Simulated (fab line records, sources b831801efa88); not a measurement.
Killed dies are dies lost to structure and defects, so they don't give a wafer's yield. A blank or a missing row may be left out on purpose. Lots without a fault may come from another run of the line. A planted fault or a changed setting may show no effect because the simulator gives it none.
Split-lot experiment | flow sky130 | 5 lots, 23 wafers read, on a route of 708 steps

THE SPLIT
At SKY_SD_N_IMPLANT_09, the setting energy_kev was moved away from the recipe's 50 on 6 of the 23 wafers read, by -3.4% to +3.7%. The other wafers ran this setting at the recipe's value.

FROM THE SPLIT TO THE READING: what the file shows between them, 3 steps
- SKY_SD_N_STRIP_11: strips in O2/N2 (also split here: o2_flow_sccm)
- SKY_SD_N_CLEAN_13: cleans in SC1/SC2, time 150 s
- SKY_SD_N_RTA_14: time 2 s

THE READING
SD_N_RS, in ohm/sq, at SKY_SD_N_RS_MEAS_16 (measures by four-point-probe). Fault-free wafers of this fab line usually give 68.55 ohm/sq, standard deviation 0.11 ohm/sq.

wafer  | tool, chamber at the split | energy_kev as run | against the recipe | SD_N_RS, ohm/sq | against lot-mates on the recipe
L075.1 | implanter-01, 0            | 50                | recipe             | 68.54           | -
L075.2 | implanter-01, 0            | 48.32             | -3.4%              | 69.72           | +1.18
L075.3 | implanter-01, 0            | 48.32             | -3.4%              | 69.82           | +1.28
L075.4 | implanter-01, 0            | 50                | recipe             | 68.53           | -
L075.5 | implanter-01, 0            | 50                | recipe             | 68.55           | -
L078.2 | implanter-03, 0            | 50                | recipe             | 68.66           | -
L078.3 | implanter-03, 0            | 50                | recipe             | 68.68           | -
L078.4 | implanter-03, 0            | 50                | recipe             | 68.70           | -
L078.5 | implanter-03, 0            | 50                | recipe             | 68.68           | -
L078.6 | implanter-03, 0            | 50                | recipe             | 68.75           | -
L079.2 | implanter-01, 0            | 50                | recipe             | 68.52           | -
L079.3 | implanter-01, 0            | 51.84             | +3.7%              | 67.16           | -1.36
L079.4 | implanter-01, 0            | 50                | recipe             | 68.58           | -
L079.5 | implanter-01, 0            | 50                | recipe             | 68.45           | -
L079.6 | implanter-01, 0            | 51.84             | +3.7%              | 67.23           | -1.29
L080.2 | implanter-03, 0            | 50                | recipe             | 68.50           | -
L080.3 | implanter-03, 0            | 50.93             | +1.9%              | 67.88           | -0.67
L080.4 | implanter-03, 0            | 50.93             | +1.9%              | 67.83           | -0.72
L080.5 | implanter-03, 0            | 50                | recipe             | 68.65           | -
L080.6 | implanter-03, 0            | 50                | recipe             | 68.49           | -
L084.1 | implanter-04, 0            | 50                | recipe             | 68.60           | -
L084.3 | implanter-04, 0            | 50                | recipe             | 68.40           | -
L084.6 | implanter-04, 0            | 50                | recipe             | 68.60           | -

THE FIT
A straight line over all 23 wafers: SD_N_RS changes by -0.368 ohm/sq for each +1% of energy_kev; r = -0.99; the points scatter about the line by 0.088 ohm/sq.
The same after taking each lot's own level away (the mean of its wafers on the recipe; 23 wafers): -0.364 ohm/sq for each +1%; r = -1.00; scatter 0.056 ohm/sq.
On that fit, the largest move of energy_kev shifts the reading by 1.3 ohm/sq.
The lots' own levels span 68.517 to 68.694 ohm/sq, that is 1.6 times the standard deviation above.
So the lot-to-lot level changes the slope little: the two slopes agree.
Check: with one of the wafers moved furthest among these (+3.7%) left out of the fit, the line predicts -1.33 ohm/sq for it against its lot-mates. It came out at -1.36 ohm/sq against them.

OTHER SPLITS ON THESE WAFERS
These wafers also went through other splits before the reading. Each is held against what the fit with the lots' levels taken away leaves over:
other split on the same wafers      | wafers away from the commonest value | r with SD_N_RS (lot level and that fit taken away)
SKY_RES_XHIGH_COAT_02 resist_thk_nm | 10                                   | +0.11
SKY_RES_XHIGH_DEVELOP_06 dev_temp_c | 8                                    | +0.04
SKY_SD_N_STRIP_11 o2_flow_sccm      | 7                                    | -0.08

THE WHOLE CHAIN: every reading that the file lists as answering this split, in the file's order
step                | what it does                 | reading                                                         | change (the file's fit)                                                                 | r (the file's)
SKY_SD_N_IMPLANT_09 |                              | implant.rp_nm (the simulator's own value, which no gauge read)  | +0.26 nm for each +1% of the setting                                                    | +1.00
SKY_SD_N_IMPLANT_09 |                              | implant.drp_nm (the simulator's own value, which no gauge read) | +0.106 nm for each +1% of the setting                                                   | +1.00
SKY_SD_N_RS_MEAS_16 | measures by four-point-probe | SD_N_RS                                                         | -0.363 for each +1% of the setting                                                      | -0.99
SKY_SD_N_STRIP_11   | strips in O2/N2              | strip_time_to_endpoint_s                                        | withheld for each +1% of the setting, in a fit together with o2_flow_sccm@SD_N_STRIP_11 | 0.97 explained

THE FILE'S OWN FIT
SD_N_RS changes by -0.363 ohm/sq for each +1% of energy_kev, r = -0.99.
